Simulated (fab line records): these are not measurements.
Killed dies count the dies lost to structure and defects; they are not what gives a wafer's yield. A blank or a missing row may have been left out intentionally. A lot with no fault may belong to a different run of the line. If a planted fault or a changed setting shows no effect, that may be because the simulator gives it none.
What tool caused it? / flow sky130 / 11 lots with 33 wafers sampled at 5 steps, on a route of 708 steps

== WHAT THE GAUGES SHOWED, per wafer ==
SKY_RES_XHIGH_TW_MEAS_09. Usual: RES_XHIGH_TW typically reads 1634, with standard deviation 20.
lot=L402; measured=day 26 21:24; on=filmMetro-01; RES_XHIGH_TW=1657 1651 1640; flag=
lot=L403; measured=day 27 04:56; on=filmMetro-04; RES_XHIGH_TW=1640 1657 1655; flag=
lot=L405; measured=day 28 04:18; on=filmMetro-02; RES_XHIGH_TW=1610 1610 1613; flag=
lot=L407; measured=day 29 00:51; on=filmMetro-01; RES_XHIGH_TW=1649 1648 1658; flag=
lot=L408; measured=day 29 03:37; on=filmMetro-02; RES_XHIGH_TW=1618 1622 1621; flag=
lot=L409; measured=day 29 10:29; on=filmMetro-02; RES_XHIGH_TW=1621 1612 1608; flag=
lot=L413; measured=day 30 23:08; on=filmMetro-01; RES_XHIGH_TW=1653 1654 1647; flag=
lot=L414; measured=day 31 07:26; on=filmMetro-04; RES_XHIGH_TW=1650 1652 1653; flag=
lot=L416; measured=day 31 22:19; on=filmMetro-01; RES_XHIGH_TW=1653 1658 1664; flag=
lot=L420; measured=day 33 05:35; on=filmMetro-02; RES_XHIGH_TW=1545 1537 1542; flag=OFF
lot=L423; measured=day 34 00:49; on=filmMetro-01; RES_XHIGH_TW=1576 1568 1570; flag=OFF

SKY_SD_N_RS_MEAS_18: measures by four-point-probe. Usual: RES_XHIGH_RS typically reads 333.4 ohm/sq, with standard deviation 1.3.
lot=L402; measured=day 28 03:50; on=filmMetro-04; RES_XHIGH_RS (ohm/sq)=335.7 335.8 335.0; flag=
lot=L403; measured=day 28 10:32; on=filmMetro-01; RES_XHIGH_RS (ohm/sq)=334.7 333.0 334.6; flag=
lot=L405; measured=day 29 10:20; on=filmMetro-04; RES_XHIGH_RS (ohm/sq)=335.1 333.9 336.1; flag=
lot=L407; measured=day 30 06:05; on=filmMetro-01; RES_XHIGH_RS (ohm/sq)=331.6 332.1 331.3; flag=
lot=L408; measured=day 30 08:47; on=filmMetro-04; RES_XHIGH_RS (ohm/sq)=333.4 333.2 333.4; flag=
lot=L409; measured=day 30 16:00; on=filmMetro-02; RES_XHIGH_RS (ohm/sq)=335.2 335.2 334.7; flag=
lot=L413; measured=day 32 03:22; on=filmMetro-04; RES_XHIGH_RS (ohm/sq)=331.0 332.3 332.1; flag=
lot=L414; measured=day 32 11:34; on=filmMetro-04; RES_XHIGH_RS (ohm/sq)=332.4 332.2 333.6; flag=
lot=L416; measured=day 33 03:08; on=filmMetro-04; RES_XHIGH_RS (ohm/sq)=334.1 333.9 334.5; flag=
lot=L420; measured=day 34 09:02; on=filmMetro-04; RES_XHIGH_RS (ohm/sq)=371.9 372.6 372.7; flag=OFF
lot=L423; measured=day 35 04:07; on=filmMetro-01; RES_XHIGH_RS (ohm/sq)=376.8 375.6 378.5; flag=OFF

== WHAT TOOL EACH LOT RAN ON (gives the tool, then ch and the chambers of the sampled wafers, and finally the start) ==
lot=L402; SKY_LDD_HVN_STRIP_09=plasmaAsher-03 ch 0,1, day 20 11:20; SKY_POLY_CUT_ETCH_10=rieDiel-01 ch 0,1,2, day 24 08:57; SKY_RES_XHIGH_IMPLANT_07=implanter-04 ch 0, day 26 21:10
lot=L403; SKY_LDD_HVN_STRIP_09=plasmaAsher-03 ch 0,1, day 20 21:32; SKY_POLY_CUT_ETCH_10=rieDiel-01 ch 1,2, day 24 17:18; SKY_RES_XHIGH_IMPLANT_07=implanter-02 ch 0, day 27 04:41
lot=L405; SKY_LDD_HVN_STRIP_09=plasmaAsher-03 ch 0,1, day 21 20:31; SKY_POLY_CUT_ETCH_10=rieDiel-01 ch 1,2,3, day 25 16:47; SKY_RES_XHIGH_IMPLANT_07=implanter-04 ch 0, day 28 04:04
lot=L407; SKY_LDD_HVN_STRIP_09=plasmaAsher-04 ch 0,1, day 22 13:34; SKY_POLY_CUT_ETCH_10=rieDiel-04 ch 2,3, day 26 14:32; SKY_RES_XHIGH_IMPLANT_07=implanter-02 ch 0, day 29 00:37
lot=L408; SKY_LDD_HVN_STRIP_09=plasmaAsher-01 ch 0,1, day 22 23:04; SKY_POLY_CUT_ETCH_10=rieDiel-04 ch 1,2,3, day 26 17:39; SKY_RES_XHIGH_IMPLANT_07=implanter-02 ch 0, day 29 03:22
lot=L409; SKY_LDD_HVN_STRIP_09=plasmaAsher-03 ch 0,1, day 23 05:43; SKY_POLY_CUT_ETCH_10=rieDiel-03 ch 0,2,3, day 26 23:44; SKY_RES_XHIGH_IMPLANT_07=implanter-02 ch 0, day 29 10:14
lot=L413; SKY_LDD_HVN_STRIP_09=plasmaAsher-04 ch 0,1, day 24 19:56; SKY_POLY_CUT_ETCH_10=rieDiel-01 ch 0,1,2, day 28 15:36; SKY_RES_XHIGH_IMPLANT_07=implanter-04 ch 0, day 30 22:53
lot=L414; SKY_LDD_HVN_STRIP_09=plasmaAsher-04 ch 0,1, day 25 05:38; SKY_POLY_CUT_ETCH_10=rieDiel-04 ch 0,2, day 28 23:05; SKY_RES_XHIGH_IMPLANT_07=implanter-04 ch 0, day 31 07:13
lot=L416; SKY_LDD_HVN_STRIP_09=plasmaAsher-03 ch 0,1, day 25 21:30; SKY_POLY_CUT_ETCH_10=rieDiel-01 ch 0,1, day 29 14:32; SKY_RES_XHIGH_IMPLANT_07=implanter-02 ch 0, day 31 22:07
lot=L420; SKY_LDD_HVN_STRIP_09=plasmaAsher-01 ch 0,1, day 27 06:50; SKY_POLY_CUT_ETCH_10=rieDiel-03 ch 0,1,2, day 30 22:45; SKY_RES_XHIGH_IMPLANT_07=implanter-02 ch 0, day 33 05:20
lot=L423; SKY_LDD_HVN_STRIP_09=plasmaAsher-04 ch 0,1, day 28 03:16; SKY_POLY_CUT_ETCH_10=rieDiel-03 ch 0,1,2, day 31 19:08; SKY_RES_XHIGH_IMPLANT_07=implanter-02 ch 0, day 34 00:35
- SKY_LDD_HVN_STRIP_09: strips in O2/N2.
- SKY_POLY_CUT_ETCH_10: etches BARC in N2/H2, stops on SiO2, time 45.9 s, target depth 60 nm.
- SKY_RES_XHIGH_IMPLANT_07

== AS READ BY THE TOOLS THEMSELVES (means over the sampled wafers that have a number; for cases with no such wafer, the mark the record gives instead) ==
SKY_LDD_HVN_STRIP_09. Usual: drypumpMotorCurrentA 5.8 A, standard deviation 0.5; oesProductAu 0.409 a.u., standard deviation 0.0049; stripTimeToEndpointS 4.142 s, standard deviation 0.014.
lot=L402; tool=plasmaAsher-03; drypumpMotorCurrentA (A)=6.4; oesProductAu (a.u.)=0.410; stripTimeToEndpointS (s)=4.121; flag=
lot=L403; tool=plasmaAsher-03; drypumpMotorCurrentA (A)=6.3; oesProductAu (a.u.)=0.405; stripTimeToEndpointS (s)=4.126; flag=
lot=L405; tool=plasmaAsher-03; drypumpMotorCurrentA (A)=6.2; oesProductAu (a.u.)=0.413; stripTimeToEndpointS (s)=4.136; flag=
lot=L407; tool=plasmaAsher-04; drypumpMotorCurrentA (A)=5.1; oesProductAu (a.u.)=0.411; stripTimeToEndpointS (s)=4.125; flag=
lot=L408; tool=plasmaAsher-01; drypumpMotorCurrentA (A)=5.8; oesProductAu (a.u.)=0.408; stripTimeToEndpointS (s)=4.148; flag=
lot=L409; tool=plasmaAsher-03; drypumpMotorCurrentA (A)=6.2; oesProductAu (a.u.)=0.409; stripTimeToEndpointS (s)=4.154; flag=
lot=L413; tool=plasmaAsher-04; drypumpMotorCurrentA (A)=5.3; oesProductAu (a.u.)=0.408; stripTimeToEndpointS (s)=4.161; flag=
lot=L414; tool=plasmaAsher-04; drypumpMotorCurrentA (A)=5.1; oesProductAu (a.u.)=0.408; stripTimeToEndpointS (s)=4.143; flag=
lot=L416; tool=plasmaAsher-03; drypumpMotorCurrentA (A)=6.2; oesProductAu (a.u.)=0.414; stripTimeToEndpointS (s)=4.143; flag=
lot=L420; tool=plasmaAsher-01; drypumpMotorCurrentA (A)=5.8; oesProductAu (a.u.)=0.404; stripTimeToEndpointS (s)=4.133; flag=
lot=L423; tool=plasmaAsher-04; drypumpMotorCurrentA (A)=5.3; oesProductAu (a.u.)=0.411; stripTimeToEndpointS (s)=4.137; flag=

SKY_POLY_CUT_ETCH_10. Usual: drypumpMotorCurrentA 6.0 A, standard deviation 0.46; oesProductAu 0.855 a.u., standard deviation 0.0051; throttleValvePct 13.225 %, standard deviation 0.0099.
lot=L402; tool=rieDiel-01; drypumpMotorCurrentA (A)=6.2; oesProductAu (a.u.)=0.850; throttleValvePct (%)=13.219; flag=
lot=L403; tool=rieDiel-01; drypumpMotorCurrentA (A)=6.7; oesProductAu (a.u.)=0.856; throttleValvePct (%)=13.222; flag=
lot=L405; tool=rieDiel-01; drypumpMotorCurrentA (A)=6.3; oesProductAu (a.u.)=0.853; throttleValvePct (%)=13.221; flag=
lot=L407; tool=rieDiel-04; drypumpMotorCurrentA (A)=5.9; oesProductAu (a.u.)=0.860; throttleValvePct (%)=13.235; flag=
lot=L408; tool=rieDiel-04; drypumpMotorCurrentA (A)=6.0; oesProductAu (a.u.)=0.857; throttleValvePct (%)=13.226; flag=
lot=L409; tool=rieDiel-03; drypumpMotorCurrentA (A)=5.8; oesProductAu (a.u.)=0.857; throttleValvePct (%)=13.230; flag=
lot=L413; tool=rieDiel-01; drypumpMotorCurrentA (A)=6.2; oesProductAu (a.u.)=0.852; throttleValvePct (%)=13.225; flag=
lot=L414; tool=rieDiel-04; drypumpMotorCurrentA (A)=6.1; oesProductAu (a.u.)=0.852; throttleValvePct (%)=13.215; flag=
lot=L416; tool=rieDiel-01; drypumpMotorCurrentA (A)=5.8; oesProductAu (a.u.)=0.856; throttleValvePct (%)=13.219; flag=
lot=L420; tool=rieDiel-03; drypumpMotorCurrentA (A)=5.9; oesProductAu (a.u.)=0.854; throttleValvePct (%)=13.222; flag=
lot=L423; tool=rieDiel-03; drypumpMotorCurrentA (A)=5.9; oesProductAu (a.u.)=0.858; throttleValvePct (%)=13.224; flag=

SKY_RES_XHIGH_IMPLANT_07. Usual: faradayCurrentUA 546, standard deviation 35.
lot=L402 tool=implanter-04 faradayCurrentUA=561 flag=
lot=L403 tool=implanter-02 faradayCurrentUA=567 flag=
lot=L405 tool=implanter-04 faradayCurrentUA=559 flag=
lot=L407 tool=implanter-02 faradayCurrentUA=566 flag=
lot=L408 tool=implanter-02 faradayCurrentUA=573 flag=
lot=L409 tool=implanter-02 faradayCurrentUA=557 flag=
lot=L413 tool=implanter-04 faradayCurrentUA=556 flag=
lot=L414 tool=implanter-04 faradayCurrentUA=559 flag=
lot=L416 tool=implanter-02 faradayCurrentUA=574 flag=
lot=L420 tool=implanter-02 faradayCurrentUA=654 flag=OFF
lot=L423 tool=implanter-02 faradayCurrentUA=664 flag=OFF

== THE ANSWER, worked out from the rows above alone ==
Rule: lot off if the mean of its wafers having a number is beyond 3 standard deviations from the usual mean. Also off: a lot with no number at a reading for which 4 or more lots have one. Where the step has rows for the other lots, those lots are counted as sound. After the gauges, taken in route order, come the tools' own readings; for these a lot's mean is taken, as printed above. The first step at which some lot is off is used, and at that step the reading that is off furthest; a lot without a number counts as furthest.
Off: L420, L423, seen at SKY_RES_XHIGH_TW_MEAS_09 (RES_XHIGH_TW).
A tool fits if, at a process step before that reading, it ran every lot that is off, and no sound lot after the first of them. Not tried: the gauges at SKY_RES_XHIGH_TW_MEAS_09; whatever is off there is also off at SKY_RES_XHIGH_IMPLANT_07, on other tools, and gauge error can't account for it. Can't be told from this: 2 tools fit, rieDiel-03 at SKY_POLY_CUT_ETCH_10, implanter-02 at SKY_RES_XHIGH_IMPLANT_07.

== WHAT THE SIMULATOR HAD PUT IN ==
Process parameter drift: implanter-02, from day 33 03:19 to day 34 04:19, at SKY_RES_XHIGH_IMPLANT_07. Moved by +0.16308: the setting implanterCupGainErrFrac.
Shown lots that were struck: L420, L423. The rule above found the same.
